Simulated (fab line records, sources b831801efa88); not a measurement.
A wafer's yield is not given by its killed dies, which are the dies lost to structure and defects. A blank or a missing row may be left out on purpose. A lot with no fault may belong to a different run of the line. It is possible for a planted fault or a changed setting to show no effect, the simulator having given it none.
A struck lot beside a sound one -- flow sky130 -- 17 steps out of a route of 708
Sound: these wafers, L759.2, L759.3, L759.6. Struck: wafers L766.1, L766.3, L766.6. The cause comes at the end.
Each step with rows lists, per side, the tool, then ch with its chambers, then its first start. Under that, the readings that differ: sound wafers -- struck wafers -- difference of the means -- sigmas: that difference in standard deviations of wafers without a fault.
alike: words and numbers the same on both sides, and readings whose means are apart by under 2 such deviations; not compared: readings that were withheld, readings missing a value for some wafer, numbers with overlapping values and no deviation given by the record, and bounds like >300 which may hide the same value.
Wherever a step has rows on one side only, a row that says differs or no value, or a row with sigmas, the two part there. When numbers do not overlap yet have no deviation, they are printed without sigmas and do not part them. A reading that every wafer of one side lacks parts them only if that side has two wafers or more.

first, 1 step without rows for these wafers: SKY_VT_ADJUST_NCORE_IMPLANT_09.
SKY_VT_ADJUST_NCORE_STRIP_10: strips in O2/N2.
  sound on plasma_asher-02 ch 0,1, day 11 19:44; struck on plasma_asher-03 ch 1, day 13 21:56
  alike: drypump_motor_current_A, n2_flow_sccm, oes_product_au, strip_time_to_endpoint_s
  not compared: rf_hours_counter_h
SKY_VT_ADJUST_NCORE_TW_MEAS_11:
  sound on film_metro-01, day 11 19:50; struck on film_metro-03, day 13 22:02
  alike: VT_ADJUST_NCORE_TW
then, 7 steps without rows for these wafers: SKY_VT_ADJUST_HVTR_DEHYDRATE_00 (time 60 s); SKY_VT_ADJUST_HVTR_HMDS_01 (prime time 60 s); SKY_VT_ADJUST_HVTR_COAT_02 (resist thk 1140 nm); SKY_VT_ADJUST_HVTR_SOFTBAKE_03 (time 60 s); SKY_VT_ADJUST_HVTR_EXPOSE_04 (exposes mask HVTRM, target cd 380 nm); SKY_VT_ADJUST_HVTR_PEB_05; SKY_VT_ADJUST_HVTR_DEVELOP_06 (develop time 60 s).
SKY_VT_ADJUST_HVTR_CD_MEAS_07: the cd target is 380 nm.
  sound on cd_sem-01, day 12 21:29; struck on cd_sem-01, day 14 23:16
reading,sound,struck,difference,sigmas
cd_nm (nm),384.5 381.6 386.5,375.5 378.2 375.7,-7.7,-3
SKY_VT_ADJUST_HVTR_OVL_MEAS_08:
  sound on overlay-01, day 12 21:36; struck on overlay-01, day 14 23:23
  alike: VT_ADJUST_HVTR_OVL
SKY_VT_ADJUST_HVTR_IMPLANT_09:
  sound on implanter-03 ch 0, day 12 21:39; struck on implanter-03 ch 0, day 14 23:25
reading,sound,struck,difference,sigmas
dose_ions_cm2,2.1028e+12 2.0998e+12 2.1013e+12,7.387e+11 7.377e+11 7.364e+11,-1.364e+12,-99 or more
faraday_current_uA,12.08 11.94 12.32,4.20 4.20 4.19,-7.92,-33
SKY_VT_ADJUST_HVTR_STRIP_10: strips in O2/N2.
  sound on plasma_asher-03 ch 0,1, day 12 21:47; struck on plasma_asher-03 ch 0,1, day 14 23:34
  alike: drypump_motor_current_A, n2_flow_sccm, oes_product_au, strip_time_to_endpoint_s
  not compared: rf_hours_counter_h
SKY_VT_ADJUST_HVTR_TW_MEAS_11:
  sound on film_metro-02, day 12 21:53; struck on film_metro-03, day 14 23:40
reading,sound,struck,difference,sigmas
VT_ADJUST_HVTR_TW,208.6 209.1 208.6,158.7 157.9 157.7,-50.7,-34
then, 1 step without rows for these wafers: SKY_VT_ADJUST_PCH_DEHYDRATE_00 (time 60 s).
-- the record jumps here: 35 days lie between the struck wafers' starts before and after (it left off in module VT_ADJUST_PCH and takes up again in module PAD_OPEN, whose first step shown is number 708 of the route) --
SKY_PAD_OPEN_PROBE_99:
  sound on prober-02, day 48 16:58; struck on prober-02, day 50 00:50
reading,sound,struck,difference,sigmas
model.etest.pfet_01v8_mvt.drive_ua_um,146.9 144.1 145.5,134.2 133.3 136.2,-10.9,
model.etest.pfet_01v8_mvt.off_log10_a_um,-11.22 -11.35 -11.32,-12.36 -12.42 -12.3,-1.06,
model.etest.pfet_01v8_mvt.vt_sat_v (V),-0.6056 -0.609 -0.6126,-0.7004 -0.7029 -0.6987,-0.0916,
model.etest.pfet_01v8_mvt.vt_v (V),-0.6863 -0.693 -0.6928,-0.7638 -0.7641 -0.7626,-0.0728,
model.etest.pfet_01v8_mvt.vt_long_v (V),-0.895 -0.8984 -0.8954,-0.9619 -0.9604 -0.9592,-0.0642,
model.etest.pfet_01v8_mvt.body_rise_v (V),-0.1806 -0.1817 -0.1807,-0.1901 -0.1881 -0.1882,-0.0078,
  alike: killed_at_M0_to_M3, killed_at_M4_up, killed_at_contacts, killed_at_front_end, killed_at_other, killed_dies, killed_open, killed_short

== WHERE THEY PART ==
First at SKY_VT_ADJUST_HVTR_CD_MEAS_07; last, within this record, at SKY_VT_ADJUST_HVTR_TW_MEAS_11. Later steps at which nothing parts them and some readings are alike: SKY_PAD_OPEN_PROBE_99.

WHY: the cause the simulator had injected
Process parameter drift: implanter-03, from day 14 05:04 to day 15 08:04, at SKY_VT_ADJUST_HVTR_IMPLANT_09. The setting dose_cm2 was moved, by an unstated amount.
